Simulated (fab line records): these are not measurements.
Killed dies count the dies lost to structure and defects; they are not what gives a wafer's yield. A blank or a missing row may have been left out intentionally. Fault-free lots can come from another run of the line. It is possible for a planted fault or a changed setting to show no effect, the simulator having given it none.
Problem report, 8D (eight disciplines) form, completed by code + flow gf180mcu + the parts of the form that need people (team, actions taken, sign-off) are left out

1. PROBLEM STATEMENT
developerTempC at GF_SAB_DEVELOP_08 reads a mean of 22.20 C on 6 wafers of 2 lots; wafers without a fault read 22.98 C with a standard deviation of 0.11. Measured from the usual mean, that is -7.1 standard deviations.
The step: develop time 60 s.
Earliest sighting: wafer L124.2 on lithoTrack-02 at day 18 19:29. Wafers with a number at this step in the record: 42, from 14 lots. By rule, "out" or "out of limits" means more than 4 standard deviations away from the usual mean. The other wafers with a number count as sound.

2. WHAT IT IS; WHAT IT IS NOT
| question                    | is                     | is not                                                                                                         |
|-----------------------------|------------------------|----------------------------------------------------------------------------------------------------------------|
| which readings at this step | developerTempC         | -                                                                                                              |
| which lots                  | L124, L125             | L114, L115, L116, L118, L127, L129, L131, L132, L133, L134, L135, L136                                         |
| which wafers of those lots  | all that have a number | -                                                                                                              |
| read on which tools         | lithoTrack-02          | lithoTrack-03, lithoTrack-04                                                                                   |
| when                        | from day 18 19:29      | up to then (12 sound wafers); but 24 sound wafers of L127, L129, L131, L132, L133, L134, L135, L136 came after |

3. SUSPECTS, AND WHAT RULES EACH OUT
Counting: any tool at a process step up to the reading is kept as a suspect provided that every lot that is out went through it and no sound lot did after the first of them.
- lithoTrack-02 at GF_SAB_DEVELOP_08 (develop time 60 s): ruled out as a lasting fault. After its first lot that is out, L124 (day 18 19:29), sound lots L133 ran on it.
Left after counting: nothing in the record.

4. THE CAUSE (what the simulator had put in)
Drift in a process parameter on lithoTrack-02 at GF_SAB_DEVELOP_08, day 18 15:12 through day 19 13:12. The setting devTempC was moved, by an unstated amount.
Counting ruled it out, wrongly.

5. SEQUENCE OF EFFECTS, ordered by route
Each row: a reading where the mean over the struck wafers with a number is more than 3 standard deviations away from the usual. Readings are gone through only where the record gives a usual standard deviation; hours: the median, over the lots, of the time from a lot's start at the first step in this table giving one to that lot's start at this step; sigmas: the change measured in usual standard deviations.
| hours | step              | reading        | usual   | on struck wafers | change | sigmas |
|-------|-------------------|----------------|---------|------------------|--------|--------|
| 0     | GF_SAB_DEVELOP_08 | developerTempC | 22.98 C | 22.20            | -0.78  | -7.1   |
The process steps in it:
- GF_SAB_DEVELOP_08: develop time 60 s.
Later measuring or inspecting steps at which every struck wafer that the step has a row for has a number for every such reading, and none has moved that far: GF_SALICIDE_THK_MEAS_05, GF_CONTACT_BOW_MEAS_05, GF_CONTACT_CD_MEAS_14.

6. WHAT WOULD HAVE CAUGHT IT SOONER
The fault began at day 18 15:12; the first out-of-limits reading in this record came at day 18 19:29, 4 hours later.
